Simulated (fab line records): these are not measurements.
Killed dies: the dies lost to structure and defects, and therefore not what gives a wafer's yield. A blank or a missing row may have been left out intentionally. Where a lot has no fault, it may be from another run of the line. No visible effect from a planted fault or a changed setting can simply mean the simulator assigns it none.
What tool caused it? -- flow gf180mcu -- Sampling: 12 lots, 36 wafers, 5 of 602 route steps

## WHAT EACH GAUGE READ, for each wafer
GF_NWELL_TW_MEAS_11. Usual: for NWELL_TW the level is 1573 and the standard deviation is 17.
lot,measured,on,NWELL_TW,flag
L497,day 3 08:02,film metro-04,1669 1666 1659,OFF
L498,day 3 11:52,film metro-02,1573 1561 1561,
L499,day 3 22:07,film metro-02,1637 1621 1634,OFF
L500,day 4 01:39,film metro-04,1593 1584 1589,
L501,day 4 06:26,film metro-02,1646 1651 1632,OFF
L502,day 4 10:37,film metro-04,1588 1579 1583,
L509,day 6 02:26,film metro-02,1552 1554 1550,
L510,day 6 07:37,film metro-02,1552 1549 1545,
L513,day 6 23:25,film metro-04,1588 1583 1584,
L515,day 7 11:38,film metro-01,1542 1541 1536,
L519,day 8 09:40,film metro-04,1585 1585 1586,
L520,day 8 13:35,film metro-04,1587 1589 1595,

GF_VT_IMPLANT_RS_MEAS_47: a four-point-probe measurement. Usual: for NWELL_RS the level is 488.4 ohm/sq and the standard deviation is 1.2.
lot,measured,on,NWELL_RS (ohm/sq),flag
L497,day 7 13:17,film metro-04,428.5 429.4 429.3,OFF
L498,day 7 19:48,film metro-04,489.7 487.9 488.0,
L499,day 8 05:54,film metro-02,431.9 431.5 431.5,OFF
L500,day 8 12:46,film metro-02,488.3 489.8 486.8,
L501,day 8 15:28,film metro-04,431.1 430.4 428.6,OFF
L502,day 8 21:34,film metro-02,488.9 490.0 491.3,
L509,day 10 21:18,film metro-04,487.1 487.9 487.3,
L510,day 11 04:50,film metro-01,487.4 488.5 487.5,
L513,day 11 23:50,film metro-02,490.5 490.0 489.8,
L515,day 12 13:23,film metro-01,488.6 487.7 488.6,
L519,day 13 18:07,film metro-04,489.4 489.0 488.3,
L520,day 13 23:22,film metro-02,489.1 489.1 487.8,

GF_PSD_TW_MEAS_11. Usual: for PSD_TW the level is 3148 and the standard deviation is 33.
lot,measured,on,PSD_TW,flag
L497,day 14 13:09,film metro-03,3133 3128 3148,
L498,day 14 14:42,film metro-01,3107 3114 3131,
L499,day 15 13:26,film metro-04,3206 3182 3192,
L500,day 15 12:51,film metro-04,3187 3204 3200,
L501,day 15 15:21,film metro-03,3157 3156 3142,
L502,day 16 08:41,film metro-01,3119 3122 3114,
L509,day 18 07:59,film metro-01,3119 3132 3136,
L510,day 18 20:07,film metro-01,3127 3107 3122,
L513,day 19 18:11,film metro-01,3129 3135 3119,
L515,day 20 15:46,film metro-03,3112 3126 3124,
L519,day 21 22:13,film metro-04,3203 3203 3208,
L520,day 22 07:59,film metro-03,3138 3130 3119,

## EACH LOT AND THE TOOL THAT RAN IT (in order: tool; ch and the chambers of the sampled wafers; start)
lot,GF_NWELL_IMPLANT_09,GF_HV_LDD_STRIP_37
L497,"implanter-02 ch 0, day 3 07:31","plasma asher-01 ch 0,1, day 11 20:46"
L498,"implanter-02 ch 0, day 3 11:38","plasma asher-03 ch 0,1, day 11 21:40"
L499,"implanter-02 ch 0, day 3 21:22","plasma asher-02 ch 0,1, day 12 20:56"
L500,"implanter-02 ch 0, day 4 01:26","plasma asher-02 ch 0,1, day 12 19:27"
L501,"implanter-02 ch 0, day 4 05:54","plasma asher-01 ch 0,1, day 12 21:37"
L502,"implanter-03 ch 0, day 4 10:24","plasma asher-01 ch 0,1, day 13 13:43"
L509,"implanter-03 ch 0, day 6 02:11","plasma asher-02 ch 0,1, day 15 08:53"
L510,"implanter-03 ch 0, day 6 07:22","plasma asher-02 ch 0,1, day 15 20:44"
L513,"implanter-04 ch 0, day 6 23:11","plasma asher-03 ch 0,1, day 16 15:28"
L515,"implanter-03 ch 0, day 7 11:24","plasma asher-02 ch 0, day 17 09:53"
L519,"implanter-04 ch 0, day 8 09:27","plasma asher-01 ch 0,1, day 18 18:08"
L520,"implanter-02 ch 0, day 8 13:20","plasma asher-01 ch 0,1, day 19 04:11"
- GF_NWELL_IMPLANT_09
- GF_HV_LDD_STRIP_37: strips in O2/N2.

## WHAT THE TOOLS THEMSELVES READ (means of the sampled wafers that have a number; where no wafer has one, the mark that the record gives instead)
GF_HV_LDD_STRIP_37. Usual: chamber pressure mTorr 1500.0 mTorr, standard deviation 1.2; drypump motor current A 5.8 A, standard deviation 0.33; heater power w 345 W, standard deviation 13; n2 flow sccm 300.0 sccm, standard deviation 0.93; oes product au 0.716 a.u., standard deviation 0.0043; strip time to endpoint s 12.63 s, standard deviation 0.03.
lot,tool,chamber pressure mTorr (mTorr),drypump motor current A (A),heater power w (W),n2 flow sccm (sccm),oes product au (a.u.),strip time to endpoint s (s),flag
L497,plasma asher-01,1499.9,5.6,325,300.7,0.715,12.61,
L498,plasma asher-03,1499.2,5.9,353,299.2,0.715,12.67,
L499,plasma asher-02,1499.5,6.1,352,299.9,0.717,12.67,
L500,plasma asher-02,1499.6,5.8,351,300.7,0.716,12.61,
L501,plasma asher-01,1499.6,5.5,327,299.6,0.717,12.60,
L502,plasma asher-01,1498.5,5.6,327,301.1,0.716,12.64,
L509,plasma asher-02,1500.3,5.8,351,300.0,0.713,12.63,
L510,plasma asher-02,1499.6,6.0,354,300.8,0.716,12.60,
L513,plasma asher-03,1500.0,5.9,347,299.2,0.714,12.63,
L515,plasma asher-02,1499.7,6.3,343,300.8,0.719,12.59,
L519,plasma asher-01,1500.3,5.8,333,300.4,0.713,12.64,
L520,plasma asher-01,1500.5,5.8,330,300.5,0.716,12.63,

## THE ANSWER, worked out from the rows above alone
Rule: a lot is off if the mean of its wafers that have a number lies more than 3 standard deviations from the usual mean. A lot without any number at a reading at which 4 lots or more have one is off too. Any other lot the step has rows for is counted as sound. The gauges are gone through in route order, then the tools' own readings, and for those a lot's mean is taken as printed above. The first step at which some lot is off is used, and at that step the reading that is off furthest; a lot without a number counts as furthest.
Off: at GF_NWELL_TW_MEAS_11 (NWELL_TW), L497, L499, L501.
If a tool, at a process step before that reading, ran all the lots that are off and no sound lot after the first of them, it fits. The gauges at GF_NWELL_TW_MEAS_11 are tried like those tools. No candidate that was tried fits.

## WHAT THE SIMULATOR HAD PUT IN
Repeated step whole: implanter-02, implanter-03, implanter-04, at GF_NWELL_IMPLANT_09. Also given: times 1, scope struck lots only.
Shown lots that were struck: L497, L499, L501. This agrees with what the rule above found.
